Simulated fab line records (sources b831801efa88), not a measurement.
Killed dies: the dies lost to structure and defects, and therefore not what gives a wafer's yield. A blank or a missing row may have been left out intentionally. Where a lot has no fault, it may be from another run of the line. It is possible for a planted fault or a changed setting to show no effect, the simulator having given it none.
Tool commonality check | flow sky130 | Sampled: 13 lots, 48 wafers

## WHY THIS WAS OPENED
3 of 13 lots carry a flag on the reading VT_ADJUST_NCORE_TW at SKY_VT_ADJUST_NCORE_TW_MEAS_11. No-fault wafers: 220.0, standard deviation 2.4.
Rule: flag the lot when none of its wafers has a number, or when each of its wafers that has one lies beyond 4 standard deviations from that mean. As for the other lots, they are considered sound.

lot  | measured     | on            | VT_ADJUST_NCORE_TW, wafer by wafer  | flag
L127 | day 8 12:44  | film_metro-03 | 218.4 217.7 219.8                   |
L128 | day 8 19:21  | film_metro-01 | 221.4 222.0 221.2                   |
L129 | day 9 04:16  | film_metro-01 | 222.3 223.5 222.6                   |
L131 | day 9 17:25  | film_metro-01 | 222.3 220.8 221.2                   |
L133 | day 10 09:58 | film_metro-01 | 221.4 221.1 221.3                   |
L134 | day 10 16:35 | film_metro-03 | 219.7 219.8 220.2                   |
L135 | day 10 22:08 | film_metro-03 | 219.3 220.5 219.3                   |
L136 | day 11 03:21 | film_metro-03 | 269.3 267.0 268.3 267.9 268.3 267.5 | FLAGGED
L137 | day 11 14:22 | film_metro-01 | 272.7 270.0 272.5 272.9 271.4 273.4 | FLAGGED
L145 | day 13 22:21 | film_metro-03 | 266.8 267.3 267.3 266.7 266.5 268.1 | FLAGGED
L148 | day 15 06:04 | film_metro-04 | 216.1 216.1 215.2                   |
L149 | day 15 16:31 | film_metro-04 | 216.8 216.2 216.6                   |
L150 | day 15 17:25 | film_metro-03 | 220.7 218.4 219.8                   |
The numbers of the flagged lots are 269.1 on average: +49.1 against the usual, or +20 standard deviations.

## WHICH TOOL EACH LOT WENT THROUGH
2 process steps preceding the reading are held in the record, out of 708 steps in the route. Cell contents, in order: the tool; ch with the chambers the sampled wafers went through; the start.
lot  | flag    | SKY_FIELD_ISO_ETCH_17           | SKY_VT_ADJUST_NCORE_IMPLANT_09
L127 |         | rie_si-02 ch 0,2, day 2 04:12   | implanter-04 ch 0, day 8 12:29
L128 |         | rie_si-02 ch 0,1,2, day 2 12:11 | implanter-03 ch 0, day 8 19:07
L129 |         | rie_si-01 ch 0,1,2, day 2 16:08 | implanter-03 ch 0, day 9 04:01
L131 |         | rie_si-02 ch 0,1,3, day 3 05:23 | implanter-01 ch 0, day 9 17:10
L133 |         | rie_si-01 ch 1,2,3, day 3 12:17 | implanter-04 ch 0, day 10 09:43
L134 |         | rie_si-02 ch 1,2, day 3 16:50   | implanter-03 ch 0, day 10 16:21
L135 |         | rie_si-02 ch 0,2, day 3 21:59   | implanter-04 ch 0, day 10 21:53
L136 | FLAGGED | rie_si-02 ch 0,2,3, day 4 02:56 | implanter-03 ch 0, day 11 02:48
L137 | FLAGGED | rie_si-01 ch 0,1, day 4 09:20   | implanter-03 ch 0, day 11 13:45
L145 | FLAGGED | rie_si-02 ch 0,2, day 6 02:20   | implanter-01 ch 0, day 13 21:48
L148 |         | rie_si-02 ch 1,2, day 6 19:20   | implanter-03 ch 0, day 15 05:50
L149 |         | rie_si-02 ch 2,3, day 7 01:08   | implanter-03 ch 0, day 15 16:17
L150 |         | rie_si-02 ch 0,1, day 7 04:38   | implanter-01 ch 0, day 15 17:11
What is done by these steps:
- SKY_FIELD_ISO_ETCH_17: etches Si in HBr/Cl2/O2, target depth 342 nm, time 97.7 s.
- SKY_VT_ADJUST_NCORE_IMPLANT_09
- SKY_VT_ADJUST_NCORE_TW_MEAS_11

## FLAGGED AGAINST TOTAL, ONE TOOL AT A TIME (gauges that did the reading follow at the end)
step                           | tool          | lots run | flagged | share of the flagged lots | sound lots run after its first flagged lot
SKY_FIELD_ISO_ETCH_17          | rie_si-01     | 3        | 1       | some                      | 0
SKY_FIELD_ISO_ETCH_17          | rie_si-02     | 10       | 2       | some                      | 3 (L148,L149,L150)
SKY_VT_ADJUST_NCORE_IMPLANT_09 | implanter-01  | 3        | 1       | some                      | 1 (L150)
SKY_VT_ADJUST_NCORE_IMPLANT_09 | implanter-03  | 7        | 2       | some                      | 2 (L148,L149)
SKY_VT_ADJUST_NCORE_IMPLANT_09 | implanter-04  | 3        | 0       | none                      | -
SKY_VT_ADJUST_NCORE_TW_MEAS_11 | film_metro-01 | 5        | 1       | some                      | 0
SKY_VT_ADJUST_NCORE_TW_MEAS_11 | film_metro-03 | 6        | 2       | some                      | 1 (L150)
SKY_VT_ADJUST_NCORE_TW_MEAS_11 | film_metro-04 | 2        | 0       | none                      | -

## WHAT THE TABLE ALLOWS
No row of the table ran every flagged lot.

## WHAT THE SIMULATOR PUT IN
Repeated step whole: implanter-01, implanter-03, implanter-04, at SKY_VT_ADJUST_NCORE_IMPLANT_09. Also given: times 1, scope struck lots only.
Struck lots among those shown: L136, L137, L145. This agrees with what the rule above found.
